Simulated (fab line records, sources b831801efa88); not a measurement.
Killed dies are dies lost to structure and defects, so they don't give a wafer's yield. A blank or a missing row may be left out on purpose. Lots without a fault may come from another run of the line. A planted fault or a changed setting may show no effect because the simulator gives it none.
A struck lot beside a sound one | flow sky130 | 20 steps out of a route of 708
Sound: wafers L510.1, L510.3, L510.6. Struck: wafer L498.4. (L498.3 of the same lot was not struck and is left out.) The cause comes at the end.
At each step with rows: each side's tool, then ch and its chambers, then its first start. Under that, the readings that differ: sound wafers | struck wafers | difference of the means | sigmas: that difference in standard deviations of wafers without a fault.
alike: readings whose means differ by less than 2 such deviations, and words and numbers that are the same on both sides. not compared: withheld readings, readings that some wafer has no value for, bounds like >300 that may hide the same value, and numbers for which the record gives no deviation and whose values overlap.
The two part at a step that has a row with sigmas, a row that says differs or no value, or rows on one side only. Numbers that don't overlap but have no deviation are shown without sigmas and don't part them. A reading that every wafer of one side lacks parts them only if that side has two wafers or more.

SKY_SONOS_TUNNEL_TW_MEAS_12:
  sound on film_metro-04, day 16 12:49; struck on film_metro-01, day 13 00:23
  alike: SONOS_TUNNEL_TW
then, 2 steps without rows for these wafers: SKY_SONOS_TUNNEL_CLEAN_13 (cleans in dHF, time 20 s); SKY_SONOS_ONO_OXIDATION_00 (stabilise 600 s, purge 300 s, target thk 2.6 nm).
SKY_SONOS_ONO_THK_MEAS_01:
  sound on film_metro-04, day 16 18:34; struck on film_metro-04, day 13 02:36
  reading                      | sound          | struck | difference | sigmas
  SONOS_ONO_OXIDATION_THK (nm) | 2.50 2.46 2.48 | 2.61   | +0.13      | +2
then, 1 step without rows for these wafers: SKY_SONOS_ONO_CVD_02 (deposits Si3N4 from DCS/NH3, target thk 10.5 nm, time 180 s).
SKY_SONOS_ONO_THK_MEAS_03:
  sound on film_metro-02, day 16 19:41; struck on film_metro-01, day 13 04:55
  alike: SONOS_ONO_CVD_02_THK
then, 1 step without rows for these wafers: SKY_SONOS_ONO_CVD_04 (deposits SiO2 from SiH4/N2O, target thk 5.7199 nm).
SKY_SONOS_ONO_THK_MEAS_05:
  sound on film_metro-01, day 16 20:59; struck on film_metro-02, day 13 06:13
  alike: SONOS_ONO_CVD_04_THK
then, 4 steps without rows for these wafers: SKY_SONOS_ONO_DEHYDRATE_06 (time 60 s); SKY_SONOS_ONO_HMDS_07 (prime time 60 s); SKY_SONOS_ONO_COAT_08 (resist thk 1140 nm); SKY_SONOS_ONO_SOFTBAKE_09 (time 60 s).
SKY_SONOS_ONO_EXPOSE_10: exposes mask ONOM, target cd 410 nm.
  sound on iline_stepper-02 ch 0, day 17 10:28; struck on iline_stepper-02 ch 0, day 13 18:31
  alike: mask
then, 2 steps without rows for these wafers: SKY_SONOS_ONO_PEB_11; SKY_SONOS_ONO_DEVELOP_12 (develop time 60 s).
SKY_SONOS_ONO_CD_MEAS_13: target cd 410 nm.
  sound on cd_sem-02, day 18 00:58; struck on cd_sem-02, day 14 07:37
  reading    | sound             | struck | difference | sigmas
  cd_nm (nm) | 409.6 411.0 410.9 | 284.3  | -126.2     | -57
SKY_SONOS_ONO_OVL_MEAS_14:
  sound on overlay-01, day 18 01:05; struck on overlay-02, day 14 07:42
  alike: SONOS_ONO_OVL
SKY_SONOS_ONO_ETCH_15: etches the open film in CHF3/O2, target depth 19.52 nm, time 7.8 s.
  sound on rie_diel-03 ch 0,1,3, day 18 01:07; struck on rie_diel-03 ch 0, day 14 07:43
  reading                    | sound           | struck | difference | sigmas
  model.SONOS_ONO.cd_nm (nm) | 409.7 411 411.1 | 284.3  | -126.3     |
  alike: drypump_motor_current_A, oes_product_au, throttle_valve_pct
  not compared: rf_hours_counter_h
then, 1 step without rows for these wafers: SKY_SONOS_ONO_WET_ETCH_16 (etches SiO2 in dHF, target depth 14 nm, time 280 s).
-- the record jumps here: 33 days lie between the struck wafers' starts before and after (it left off in module SONOS_ONO and takes up again in module PAD_OPEN, whose first step shown is number 708 of the route) --
SKY_PAD_OPEN_PROBE_99:
  sound on prober-01, day 49 19:02; struck on prober-01, day 47 06:41
  reading             | sound    | struck | difference | sigmas
  killed_at_front_end | 13 11 15 | 417    | +404       | +99 or more
  killed_dies         | 87 88 88 | 492    | +404       | +48
  killed_on_rim       | 20 21 10 | 96     | +79        | +20
  alike: killed_at_M0_to_M3, killed_at_M4_up, killed_at_contacts, killed_at_other, killed_open, killed_short

WHERE THEY PART
First at SKY_SONOS_ONO_THK_MEAS_01; last, within this record, at SKY_PAD_OPEN_PROBE_99.

WHY: what the simulator had put in
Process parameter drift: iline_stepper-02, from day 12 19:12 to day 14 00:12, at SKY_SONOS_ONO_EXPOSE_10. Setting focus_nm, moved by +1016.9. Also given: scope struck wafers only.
